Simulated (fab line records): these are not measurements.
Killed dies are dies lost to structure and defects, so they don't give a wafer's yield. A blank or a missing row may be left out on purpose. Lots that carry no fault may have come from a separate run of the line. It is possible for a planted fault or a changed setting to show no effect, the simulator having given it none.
A lot that was struck, set against a sound lot | flow sky130 | 38 out of 708 route steps
Sound: the wafers L272.3, L272.4, L272.6. Struck: wafers L266.2, L266.5 (left out: L266.4, a lot-mate that was not struck); the cause follows at the end.
At each step with rows: each side's tool, then ch and its chambers, then its first start. Under that, the readings that differ: sound wafers | struck wafers | difference of the means | sigmas: that difference in standard deviations of wafers without a fault.
alike: readings with means less than 2 such deviations apart, plus words and numbers identical on both sides. not compared: withheld readings, readings lacking a value on some wafer, bounds such as >300 that could conceal the same value, and numbers that have no deviation in the record and whose values overlap.
The two part at a step that has a row with sigmas, a row that says differs or no value, or rows on one side only. Numbers that have no deviation but don't overlap get no sigmas and don't part them. Lack of a reading on every wafer of one side parts them only where that side has two or more wafers.

first, 9 steps without rows for these wafers: SKY_VIA2_SPUTTER_20 (material TiN, target thk 20 nm, time 80 s); SKY_VIA2_CVD_21 (deposits W, target thk 420 nm, time 126.4 s); SKY_VIA2_CMP_24 (polishes, stops on SiO2, t overpolish 20 s, target thk 0 nm); SKY_METAL3_SPUTTER_00 (material Ti, target thk 15 nm, time 10 s); SKY_METAL3_SPUTTER_01 (material TiN, target thk 20 nm, time 16.7 s); SKY_METAL3_SPUTTER_02 (material AlCu, target thk 735 nm, time 39.1 s); SKY_METAL3_SPUTTER_03 (material Ti, target thk 5 nm, time 3.3 s); SKY_METAL3_SPUTTER_04 (material TiN, target thk 70 nm, time 58.3 s); SKY_CAPM_CVD_00 (deposits SiO2, target thk 15.5 nm).
SKY_CAPM_SPUTTER_02: material TiN, target thk 200 nm, time 166.7 s.
  sound on pvd-sputter-03, day 42 12:40; struck on pvd-sputter-04, day 41 16:19
  reading                                  | sound                | struck        | difference | sigmas
  cathode-dc-power-W (W)                   | 6500.7 6497.4 6498.6 | 7322.3 7321.7 | +823.1     | +99 or more
  model.TiN_of_CAPM_SPUTTER_02.thk-nm (nm) | 199.5 197.5 197      | 227.5 225.2   | +28.3      |
  alike: chamber-pressure-pa, throttle-valve-pct
SKY_CAPM_RS_MEAS_03: a four-point-probe measurement.
  sound on film-metro-04, day 42 12:49; struck on film-metro-02, day 41 16:27
  reading              | sound          | struck    | difference | sigmas
  CAPM_TIN_RS (ohm/sq) | 6.94 7.02 7.03 | 6.05 6.10 | -0.92      | -13
SKY_CAPM_THK_MEAS_04: measures by xrf.
  sound on film-metro-04, day 42 12:55; struck on film-metro-02, day 41 16:34
  reading           | sound             | struck      | difference | sigmas
  CAPM_TIN_THK (nm) | 198.4 196.5 196.1 | 228.1 225.5 | +29.8      | +12
then, 7 steps without rows for these wafers: SKY_CAPM_DEHYDRATE_05 (time 60 s); SKY_CAPM_HMDS_06 (prime time 60 s); SKY_CAPM_COAT_07 (resist thk 1140 nm); SKY_CAPM_SOFTBAKE_08 (time 60 s); SKY_CAPM_EXPOSE_09 (exposes mask CAPM, target cd 1000 nm); SKY_CAPM_PEB_10; SKY_CAPM_DEVELOP_11 (develop time 60 s).
SKY_CAPM_METAL_ETCH_13: etches TiN in Cl2/BCl3, stops on SiO2, target depth 220 nm, time 62.9 s.
  sound on rie-metal-03 ch 0,1, day 43 10:54; struck on rie-metal-04 ch 0, day 42 15:50
  reading                | sound                | struck        | difference | sigmas
  oes-product-au (a.u.)  | 0.931 0.933 0.937    | 1.008 1.000   | +0.070     | +10
  throttle-valve-pct (%) | 21.896 21.911 21.907 | 21.858 21.871 | -0.040     | -4
  alike: drypump-motor-current-A
  not compared: rf-hours-counter-h
then, 16 steps without rows for these wafers: SKY_CAPM_STRIP_14 (strips in O2/N2); SKY_CAPM_STRIP_15 (strips in post etch residue remover, time 1200 s); SKY_CAPM_CLEAN_16 (cleans in IPA, time 180 s); SKY_CAPM_CLEAN_17 (cleans in O3/DIW); SKY_METAL3_DEHYDRATE_05 (time 60 s); SKY_METAL3_HMDS_06 (prime time 60 s); SKY_METAL3_COAT_07 (resist thk 60 nm); SKY_METAL3_COAT_08 (resist thk 1140 nm); SKY_METAL3_SOFTBAKE_09 (time 90 s); SKY_METAL3_EXPOSE_10 (exposes mask MM3, target cd 300 nm); SKY_METAL3_PEB_11; SKY_METAL3_DEVELOP_12 (develop time 60 s); SKY_METAL3_DESCUM_15 (chemistry O2, time 8 s); SKY_METAL3_ETCH_16 (etches BARC in N2/H2, stops on SiO2, time 88.2 s, target depth 60 nm); SKY_METAL3_ETCH_17 (etches SiO2 in C4F8/O2/Ar, stops on TiN, time 3.9 s, target depth 15 nm); SKY_METAL3_METAL_ETCH_18 (etches the open film in Cl2/BCl3, stops on SiO2, target depth 845 nm, time 183.1 s).
SKY_METAL3_STRIP_20: strips in post etch residue remover, time 1200 s.
  sound on wet-bench-04 ch 1, day 44 10:02; struck on wet-bench-03 ch 2, day 43 15:58
  reading                                  | sound             | struck      | difference | sigmas
  model.TiN_of_CAPM_SPUTTER_02.thk-nm (nm) | 198.7 196.7 196.2 | 226.6 224.3 | +28.2      |
  alike: bath-heat-duty-pct
-- the record jumps here: 6 days lie between the struck wafers' starts before and after (it left off in module METAL3 and takes up again in module PAD_OPEN, whose first step shown is number 708 of the route) --
SKY_PAD_OPEN_PROBE_99:
  sound on prober-02, day 50 11:15; struck on prober-02, day 49 19:14
  reading                               | sound                | struck             | difference | sigmas
  killed-at-other                       | 0 0 0                | 21 0               | +10        | +19
  model.etest.tester.sort-n-pass        | 401 403 395          | 320 384            | -48        |
  model.etest.tester.sort-yield-pct (%) | 81.5 81.91 80.28     | 65.04 78.05        | -9.69      |
  model.etest.tester.sort_bin_5_pct (%) | 11.18 9.756 11.18    | 23.58 15.04        | +8.60      |
  model.etest.via3-chain.rc-ohm         | 9.524 9.654 9.7      | 16.09 11.44        | +4.14      |
  model.etest.cap-mim.leak-log10-a-cm2  | -8.808 -8.853 -8.939 | -4.845 -6.747      | +3.071     |
  model.etest.cap-mim.plate-ohm-sq      | 5.97 6.049 6.064     | 5.316 5.283        | -0.728     |
  model.etest.tester.sort_bin_8_pct (%) | 0 0 0                | 2.542e-06 0.001435 | +7.188e-04 |
  alike: defect-limited-yield, killed_at_M0_to_M3, killed_at_M4_up, killed-at-contacts, killed-at-front-end, killed-dies, killed-open, killed-short
  not compared: model.etest.tester.sort_bin_3_pct

== WHERE THEY PART ==
At SKY_CAPM_SPUTTER_02 first; at SKY_PAD_OPEN_PROBE_99 last (within this record only).

WHY: the cause the simulator had injected
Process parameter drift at SKY_CAPM_SPUTTER_02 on pvd-sputter-04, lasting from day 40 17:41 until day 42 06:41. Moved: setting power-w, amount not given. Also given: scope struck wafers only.
